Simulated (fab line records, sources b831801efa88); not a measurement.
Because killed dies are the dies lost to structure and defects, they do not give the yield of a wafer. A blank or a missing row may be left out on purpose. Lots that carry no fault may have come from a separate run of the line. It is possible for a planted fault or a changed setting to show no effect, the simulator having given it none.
Which tool did it? || flow sky130 || 13 lots with 39 wafers sampled at 4 steps, on a route of 708 steps

== WHAT THE GAUGES READ, wafer by wafer ==
SKY_SD_N_OVL_MEAS_08.
{"lot": "L367", "measured": "day 28 03:39", "on": "overlay-01", "SD_N_OVL (nm)": "-1.7 -2.9 -0.5"}
{"lot": "L369", "measured": "day 28 23:54", "on": "overlay-02", "SD_N_OVL (nm)": "-1.2 -1.3 -1.6"}
{"lot": "L370", "measured": "day 29 11:47", "on": "overlay-02", "SD_N_OVL (nm)": "-1.7 -1.0 -1.7"}
{"lot": "L371", "measured": "day 29 11:04", "on": "overlay-01", "SD_N_OVL (nm)": "1.1 2.5 -1.2"}
{"lot": "L372", "measured": "day 29 16:20", "on": "overlay-01", "SD_N_OVL (nm)": "0.1 -0.2 -1.8"}
{"lot": "L373", "measured": "day 30 10:31", "on": "overlay-02", "SD_N_OVL (nm)": "0.5 0.4 1.3"}
{"lot": "L376", "measured": "day 30 22:37", "on": "overlay-02", "SD_N_OVL (nm)": "0.7 -2.1 1.8"}
{"lot": "L380", "measured": "day 32 11:04", "on": "overlay-01", "SD_N_OVL (nm)": "-0.4 1.9 1.1"}
{"lot": "L381", "measured": "day 32 14:33", "on": "overlay-01", "SD_N_OVL (nm)": "1.3 0.5 0.9"}
{"lot": "L384", "measured": "day 33 14:35", "on": "overlay-02", "SD_N_OVL (nm)": "-1.7 -2.0 -1.0"}
{"lot": "L386", "measured": "day 34 06:58", "on": "overlay-01", "SD_N_OVL (nm)": "1.5 0.1 -0.3"}
{"lot": "L387", "measured": "day 34 08:08", "on": "overlay-02", "SD_N_OVL (nm)": "0.0 -1.3 -2.3"}
{"lot": "L390", "measured": "day 35 09:11", "on": "overlay-02", "SD_N_OVL (nm)": "-3.2 -1.8 -2.1"}

SKY_LOCAL_INTERCONNECT_RS_MEAS_01: the measuring method here is four-point-probe.
{"lot": "L367", "measured": "day 29 10:31", "on": "film_metro-03", "LOCAL_INTERCONNECT_TIN_RS (ohm/sq)": "14.18 14.08 14.11"}
{"lot": "L369", "measured": "day 30 07:13", "on": "film_metro-02", "LOCAL_INTERCONNECT_TIN_RS (ohm/sq)": "14.27 14.35 14.34"}
{"lot": "L370", "measured": "day 30 19:19", "on": "film_metro-02", "LOCAL_INTERCONNECT_TIN_RS (ohm/sq)": "14.17 14.21 14.19"}
{"lot": "L371", "measured": "day 30 17:47", "on": "film_metro-04", "LOCAL_INTERCONNECT_TIN_RS (ohm/sq)": "13.94 13.83 14.01"}
{"lot": "L372", "measured": "day 30 22:54", "on": "film_metro-04", "LOCAL_INTERCONNECT_TIN_RS (ohm/sq)": "14.14 14.02 14.13"}
{"lot": "L373", "measured": "day 31 16:56", "on": "film_metro-04", "LOCAL_INTERCONNECT_TIN_RS (ohm/sq)": "14.07 14.12 14.11"}
{"lot": "L376", "measured": "day 32 04:45", "on": "film_metro-02", "LOCAL_INTERCONNECT_TIN_RS (ohm/sq)": "14.38 14.27 14.35"}
{"lot": "L380", "measured": "day 33 16:43", "on": "film_metro-03", "LOCAL_INTERCONNECT_TIN_RS (ohm/sq)": "14.16 14.03 14.21"}
{"lot": "L381", "measured": "day 33 20:32", "on": "film_metro-04", "LOCAL_INTERCONNECT_TIN_RS (ohm/sq)": "14.16 14.31 14.20"}
{"lot": "L384", "measured": "day 34 19:55", "on": "film_metro-02", "LOCAL_INTERCONNECT_TIN_RS (ohm/sq)": "14.06 13.94 14.10"}
{"lot": "L386", "measured": "day 35 12:08", "on": "film_metro-03", "LOCAL_INTERCONNECT_TIN_RS (ohm/sq)": "14.50 14.28 14.30"}
{"lot": "L387", "measured": "day 35 13:23", "on": "film_metro-02", "LOCAL_INTERCONNECT_TIN_RS (ohm/sq)": "14.10 14.06 14.03"}
{"lot": "L390", "measured": "day 36 14:07", "on": "film_metro-04", "LOCAL_INTERCONNECT_TIN_RS (ohm/sq)": "14.17 14.12 14.08"}

== WHAT TOOL EACH LOT RAN ON (gives the tool, then ch and the chambers of the sampled wafers, and finally the start) ==
{"lot": "L367", "SKY_SONOS_ONO_STRIP_17": "plasma_asher-04 ch 1, day 12 15:26", "SKY_RES_XHIGH_DEVELOP_06": "litho_track-01 ch 0, day 26 22:33"}
{"lot": "L369", "SKY_SONOS_ONO_STRIP_17": "plasma_asher-04 ch 0,1, day 13 17:15", "SKY_RES_XHIGH_DEVELOP_06": "litho_track-01 ch 0, day 27 18:42"}
{"lot": "L370", "SKY_SONOS_ONO_STRIP_17": "plasma_asher-04 ch 0,1, day 14 00:26", "SKY_RES_XHIGH_DEVELOP_06": "litho_track-03 ch 0, day 28 07:38"}
{"lot": "L371", "SKY_SONOS_ONO_STRIP_17": "plasma_asher-03 ch 0,1, day 14 00:46", "SKY_RES_XHIGH_DEVELOP_06": "litho_track-02 ch 0, day 28 06:56"}
{"lot": "L372", "SKY_SONOS_ONO_STRIP_17": "plasma_asher-02 ch 0,1, day 14 12:48", "SKY_RES_XHIGH_DEVELOP_06": "litho_track-03 ch 0, day 28 12:20"}
{"lot": "L373", "SKY_SONOS_ONO_STRIP_17": "plasma_asher-02 ch 0,1, day 15 04:07", "SKY_RES_XHIGH_DEVELOP_06": "litho_track-02 ch 0, day 29 06:44"}
{"lot": "L376", "SKY_SONOS_ONO_STRIP_17": "plasma_asher-02 ch 0,1, day 15 21:10", "SKY_RES_XHIGH_DEVELOP_06": "litho_track-03 ch 0, day 29 19:20"}
{"lot": "L380", "SKY_SONOS_ONO_STRIP_17": "plasma_asher-04 ch 0,1, day 17 06:39", "SKY_RES_XHIGH_DEVELOP_06": "litho_track-02 ch 0, day 31 07:44"}
{"lot": "L381", "SKY_SONOS_ONO_STRIP_17": "plasma_asher-02 ch 0,1, day 17 11:06", "SKY_RES_XHIGH_DEVELOP_06": "litho_track-02 ch 0, day 31 11:28"}
{"lot": "L384", "SKY_SONOS_ONO_STRIP_17": "plasma_asher-03 ch 0,1, day 18 12:46", "SKY_RES_XHIGH_DEVELOP_06": "litho_track-01 ch 0, day 32 11:36"}
{"lot": "L386", "SKY_SONOS_ONO_STRIP_17": "plasma_asher-04 ch 0,1, day 19 06:13", "SKY_RES_XHIGH_DEVELOP_06": "litho_track-01 ch 0, day 33 04:18"}
{"lot": "L387", "SKY_SONOS_ONO_STRIP_17": "plasma_asher-04 ch 0,1, day 19 11:01", "SKY_RES_XHIGH_DEVELOP_06": "litho_track-01 ch 0, day 33 05:30"}
{"lot": "L390", "SKY_SONOS_ONO_STRIP_17": "plasma_asher-02 ch 0,1, day 20 11:39", "SKY_RES_XHIGH_DEVELOP_06": "litho_track-01 ch 0, day 34 07:19"}
- SKY_SONOS_ONO_STRIP_17: strips in O2/N2.
- SKY_RES_XHIGH_DEVELOP_06: develop time 60 s.

== AS READ BY THE TOOLS THEMSELVES (means over the sampled wafers that have a number; for cases with no such wafer, the mark the record gives instead) ==
SKY_SONOS_ONO_STRIP_17.
{"lot": "L367", "tool": "plasma_asher-04", "drypump_motor_current_A (A)": 6.7, "oes_product_au (a.u.)": 0.711, "strip_time_to_endpoint_s (s)": 14.10}
{"lot": "L369", "tool": "plasma_asher-04", "drypump_motor_current_A (A)": 6.2, "oes_product_au (a.u.)": 0.711, "strip_time_to_endpoint_s (s)": 14.18}
{"lot": "L370", "tool": "plasma_asher-04", "drypump_motor_current_A (A)": 6.2, "oes_product_au (a.u.)": 0.710, "strip_time_to_endpoint_s (s)": 14.08}
{"lot": "L371", "tool": "plasma_asher-03", "drypump_motor_current_A (A)": 5.9, "oes_product_au (a.u.)": 0.706, "strip_time_to_endpoint_s (s)": 14.13}
{"lot": "L372", "tool": "plasma_asher-02", "drypump_motor_current_A (A)": 6.2, "oes_product_au (a.u.)": 0.710, "strip_time_to_endpoint_s (s)": 14.11}
{"lot": "L373", "tool": "plasma_asher-02", "drypump_motor_current_A (A)": 6.0, "oes_product_au (a.u.)": 0.708, "strip_time_to_endpoint_s (s)": 14.13}
{"lot": "L376", "tool": "plasma_asher-02", "drypump_motor_current_A (A)": 6.0, "oes_product_au (a.u.)": 0.711, "strip_time_to_endpoint_s (s)": 14.12}
{"lot": "L380", "tool": "plasma_asher-04", "drypump_motor_current_A (A)": 5.7, "oes_product_au (a.u.)": 0.712, "strip_time_to_endpoint_s (s)": 14.11}
{"lot": "L381", "tool": "plasma_asher-02", "drypump_motor_current_A (A)": 6.3, "oes_product_au (a.u.)": 0.708, "strip_time_to_endpoint_s (s)": 14.14}
{"lot": "L384", "tool": "plasma_asher-03", "drypump_motor_current_A (A)": 5.9, "oes_product_au (a.u.)": 0.710, "strip_time_to_endpoint_s (s)": 14.18}
{"lot": "L386", "tool": "plasma_asher-04", "drypump_motor_current_A (A)": 6.2, "oes_product_au (a.u.)": 0.710, "strip_time_to_endpoint_s (s)": 14.17}
{"lot": "L387", "tool": "plasma_asher-04", "drypump_motor_current_A (A)": 5.7, "oes_product_au (a.u.)": 0.714, "strip_time_to_endpoint_s (s)": 14.13}
{"lot": "L390", "tool": "plasma_asher-02", "drypump_motor_current_A (A)": 6.0, "oes_product_au (a.u.)": 0.711, "strip_time_to_endpoint_s (s)": 14.08}

SKY_RES_XHIGH_DEVELOP_06.
{"lot": "L367", "tool": "litho_track-01", "developer_temp_C (C)": 22.94}
{"lot": "L369", "tool": "litho_track-01", "developer_temp_C (C)": 23.07}
{"lot": "L370", "tool": "litho_track-03", "developer_temp_C (C)": 22.93}
{"lot": "L371", "tool": "litho_track-02", "developer_temp_C (C)": 23.07}
{"lot": "L372", "tool": "litho_track-03", "developer_temp_C (C)": 22.85}
{"lot": "L373", "tool": "litho_track-02", "developer_temp_C (C)": 23.09}
{"lot": "L376", "tool": "litho_track-03", "developer_temp_C (C)": 22.96}
{"lot": "L380", "tool": "litho_track-02", "developer_temp_C (C)": 21.95}
{"lot": "L381", "tool": "litho_track-02", "developer_temp_C (C)": 22.13}
{"lot": "L384", "tool": "litho_track-01", "developer_temp_C (C)": 22.90}
{"lot": "L386", "tool": "litho_track-01", "developer_temp_C (C)": 23.13}
{"lot": "L387", "tool": "litho_track-01", "developer_temp_C (C)": 23.12}
{"lot": "L390", "tool": "litho_track-01", "developer_temp_C (C)": 23.12}

== THE ANSWER, worked out from the rows above alone ==
Rule: usual is defined by the lots themselves. The widest of any qualifying gaps counts: lots, ordered by their means at a reading, are off when they make up no more than a third of the lots, leave a main group of 4 or more, and stand apart from it by 3 or more times the standard deviation of that group's means. Not used: any main group whose means are identical at the precision the tables above print for the reading. Also off: a lot with no number at a reading for which 4 or more lots have one. All remaining lots with rows at the step are treated as sound. After the gauges, taken in route order, come the tools' own readings; for these a lot's mean is taken, as printed above. At the first step where some lot is off, the reading lying furthest off is the one used; lots without a number count as furthest.
Off: L380, L381, at SKY_RES_XHIGH_DEVELOP_06 (developer_temp_C). For the main group the mean is 23.02 C and the standard deviation 0.097.
If a tool, at that step or one of the process steps before it, ran each lot that is off and ran no sound lot following the first of them, it fits. One candidate fits, namely litho_track-02 at SKY_RES_XHIGH_DEVELOP_06. A fault onset in the window from L373 (day 29 06:44, its last sound lot) to L380 (day 31 07:44, its first lot off) fits.
On the lots that are off, the tool's own readings at SKY_RES_XHIGH_DEVELOP_06 differ by more than 5 times the standard deviation of the sound lots' means, which bears it out; developer_temp_C reads 22.04 C there versus 23.02 C on the sound lots.

== WHAT HAD BEEN PUT IN BY THE SIMULATOR ==
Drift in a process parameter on litho_track-02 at SKY_RES_XHIGH_DEVELOP_06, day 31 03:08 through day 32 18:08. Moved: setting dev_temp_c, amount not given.
Lots struck among those shown: L380, L381. This agrees with what the rule above found.
